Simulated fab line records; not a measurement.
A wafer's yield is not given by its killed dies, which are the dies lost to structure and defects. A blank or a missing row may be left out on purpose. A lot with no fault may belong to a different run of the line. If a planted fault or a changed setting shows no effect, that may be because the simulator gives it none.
Shared-tool check || flow sky130 || 9 lots, 27 wafers sampled

REASON IT WAS OPENED
2 of 9 lots carry a flag on the reading CAPM_TIN_RS at SKY_CAPM_RS_MEAS_03. No-fault wafers: 6.95 ohm/sq, standard deviation 0.066.
Rule: a lot is flagged when every wafer of it that has a number lies more than 4 standard deviations from that mean, or none has a number. All remaining lots are regarded as sound.

{"lot": "L525", "measured": "day 36 03:45", "on": "film_metro-04", "CAPM_TIN_RS (ohm/sq), wafer by wafer": "6.80 6.78 6.91", "flag": ""}
{"lot": "L528", "measured": "day 37 03:28", "on": "film_metro-01", "CAPM_TIN_RS (ohm/sq), wafer by wafer": "6.95 6.96 6.99", "flag": ""}
{"lot": "L530", "measured": "day 37 19:29", "on": "film_metro-02", "CAPM_TIN_RS (ohm/sq), wafer by wafer": "6.95 7.00 7.00", "flag": ""}
{"lot": "L531", "measured": "day 38 04:50", "on": "film_metro-01", "CAPM_TIN_RS (ohm/sq), wafer by wafer": "7.01 6.95 6.99", "flag": ""}
{"lot": "L533", "measured": "day 39 12:12", "on": "film_metro-01", "CAPM_TIN_RS (ohm/sq), wafer by wafer": "6.89 6.94 6.94", "flag": ""}
{"lot": "L536", "measured": "day 40 00:12", "on": "film_metro-01", "CAPM_TIN_RS (ohm/sq), wafer by wafer": "7.04 7.00 7.11", "flag": ""}
{"lot": "L543", "measured": "day 42 04:15", "on": "film_metro-04", "CAPM_TIN_RS (ohm/sq), wafer by wafer": "6.86 6.96 6.90", "flag": ""}
{"lot": "L544", "measured": "day 42 05:17", "on": "film_metro-04", "CAPM_TIN_RS (ohm/sq), wafer by wafer": "7.43 7.46 7.44", "flag": "FLAGGED"}
{"lot": "L545", "measured": "day 42 06:16", "on": "film_metro-02", "CAPM_TIN_RS (ohm/sq), wafer by wafer": "7.68 7.63 7.67", "flag": "FLAGGED"}
The numbers of the flagged lots are 7.55 ohm/sq on average: +0.60 ohm/sq against the usual, or +9 standard deviations.

LOT BY LOT: THE TOOL USED
The record holds 3 process steps before the reading, out of a route of 708 steps. Every cell lists first the tool, next ch and the chambers used by the sampled wafers, and last the start.
{"lot": "L525", "flag": "", "SKY_METAL2_METAL_ETCH_19": "rie_metal-01 ch 0,1, day 34 21:42", "SKY_VIA2_CVD_21": "cvd_w-02 ch 0,1, day 36 02:46", "SKY_CAPM_SPUTTER_02": "pvd_sputter-01, day 36 03:37"}
{"lot": "L528", "flag": "", "SKY_METAL2_METAL_ETCH_19": "rie_metal-01 ch 0,1, day 35 21:13", "SKY_VIA2_CVD_21": "cvd_w-01 ch 0,1, day 37 02:30", "SKY_CAPM_SPUTTER_02": "pvd_sputter-03, day 37 03:21"}
{"lot": "L530", "flag": "", "SKY_METAL2_METAL_ETCH_19": "rie_metal-02 ch 0,1, day 36 14:10", "SKY_VIA2_CVD_21": "cvd_w-01 ch 0,1, day 37 18:32", "SKY_CAPM_SPUTTER_02": "pvd_sputter-03, day 37 19:22"}
{"lot": "L531", "flag": "", "SKY_METAL2_METAL_ETCH_19": "rie_metal-03 ch 0, day 37 00:01", "SKY_VIA2_CVD_21": "cvd_w-02 ch 0,1, day 38 03:53", "SKY_CAPM_SPUTTER_02": "pvd_sputter-01, day 38 04:43"}
{"lot": "L533", "flag": "", "SKY_METAL2_METAL_ETCH_19": "rie_metal-01 ch 1, day 38 07:58", "SKY_VIA2_CVD_21": "cvd_w-02 ch 0,1, day 39 11:14", "SKY_CAPM_SPUTTER_02": "pvd_sputter-01, day 39 12:05"}
{"lot": "L536", "flag": "", "SKY_METAL2_METAL_ETCH_19": "rie_metal-03 ch 0,1, day 38 19:13", "SKY_VIA2_CVD_21": "cvd_w-01 ch 0, day 39 23:14", "SKY_CAPM_SPUTTER_02": "pvd_sputter-03, day 40 00:05"}
{"lot": "L543", "flag": "", "SKY_METAL2_METAL_ETCH_19": "rie_metal-02 ch 1, day 41 01:28", "SKY_VIA2_CVD_21": "cvd_w-02 ch 0,1, day 42 03:17", "SKY_CAPM_SPUTTER_02": "pvd_sputter-01, day 42 04:07"}
{"lot": "L544", "flag": "FLAGGED", "SKY_METAL2_METAL_ETCH_19": "rie_metal-03 ch 0,1, day 41 02:07", "SKY_VIA2_CVD_21": "cvd_w-01 ch 0,1, day 42 04:20", "SKY_CAPM_SPUTTER_02": "pvd_sputter-03, day 42 05:10"}
{"lot": "L545", "flag": "FLAGGED", "SKY_METAL2_METAL_ETCH_19": "rie_metal-02 ch 0,1, day 41 03:13", "SKY_VIA2_CVD_21": "cvd_w-01 ch 0,1, day 42 05:04", "SKY_CAPM_SPUTTER_02": "pvd_sputter-03, day 42 06:07"}
What is done by these steps:
- SKY_METAL2_METAL_ETCH_19: etches the open film in Cl2/BCl3, stops on SiO2, target depth 360 nm, time 78 s.
- SKY_VIA2_CVD_21: deposits W, target thk 420 nm, time 126.4 s.
- SKY_CAPM_SPUTTER_02: material TiN, target thk 200 nm, time 166.7 s.
- SKY_CAPM_RS_MEAS_03: measures by four-point-probe.

FLAGGED AGAINST TOTAL, ONE TOOL AT A TIME (gauges that did the reading follow at the end)
{"step": "SKY_METAL2_METAL_ETCH_19", "tool": "rie_metal-01", "lots run": 3, "flagged": 0, "share of the flagged lots": "none", "sound lots run after its first flagged lot": "-"}
{"step": "SKY_METAL2_METAL_ETCH_19", "tool": "rie_metal-02", "lots run": 3, "flagged": 1, "share of the flagged lots": "some", "sound lots run after its first flagged lot": 0}
{"step": "SKY_METAL2_METAL_ETCH_19", "tool": "rie_metal-03", "lots run": 3, "flagged": 1, "share of the flagged lots": "some", "sound lots run after its first flagged lot": 0}
{"step": "SKY_VIA2_CVD_21", "tool": "cvd_w-01", "lots run": 5, "flagged": 2, "share of the flagged lots": "all", "sound lots run after its first flagged lot": 0}
{"step": "SKY_VIA2_CVD_21", "tool": "cvd_w-02", "lots run": 4, "flagged": 0, "share of the flagged lots": "none", "sound lots run after its first flagged lot": "-"}
{"step": "SKY_CAPM_SPUTTER_02", "tool": "pvd_sputter-01", "lots run": 4, "flagged": 0, "share of the flagged lots": "none", "sound lots run after its first flagged lot": "-"}
{"step": "SKY_CAPM_SPUTTER_02", "tool": "pvd_sputter-03", "lots run": 5, "flagged": 2, "share of the flagged lots": "all", "sound lots run after its first flagged lot": 0}
{"step": "SKY_CAPM_RS_MEAS_03", "tool": "film_metro-01", "lots run": 4, "flagged": 0, "share of the flagged lots": "none", "sound lots run after its first flagged lot": "-"}
{"step": "SKY_CAPM_RS_MEAS_03", "tool": "film_metro-02", "lots run": 2, "flagged": 1, "share of the flagged lots": "some", "sound lots run after its first flagged lot": 0}
{"step": "SKY_CAPM_RS_MEAS_03", "tool": "film_metro-04", "lots run": 3, "flagged": 1, "share of the flagged lots": "some", "sound lots run after its first flagged lot": 0}

THE TABLE: WHAT IT ALLOWS
2 rows of the table ran every flagged lot: cvd_w-01 at SKY_VIA2_CVD_21, pvd_sputter-03 at SKY_CAPM_SPUTTER_02.
- cvd_w-01 at SKY_VIA2_CVD_21: 2 of its 5 lots flagged. A fault beginning between L536 (day 39 23:14), its last sound lot, and L544 (day 42 04:20), its first flagged one, fits the data.
- pvd_sputter-03 at SKY_CAPM_SPUTTER_02: 2 of its 5 lots flagged. A fault beginning between L536 (day 40 00:05), its last sound lot, and L544 (day 42 05:10), its first flagged one, fits the data. Its own readings (cathode_dc_power_W) fall more than 4 standard deviations out on all wafers of the flagged lots.
Counting lots can't tell these 2 tools apart, because each fits a fault that began at some hour. More lots, or a look at what each step does to the wafer, might.

WHAT THE SIMULATOR HAD INSERTED
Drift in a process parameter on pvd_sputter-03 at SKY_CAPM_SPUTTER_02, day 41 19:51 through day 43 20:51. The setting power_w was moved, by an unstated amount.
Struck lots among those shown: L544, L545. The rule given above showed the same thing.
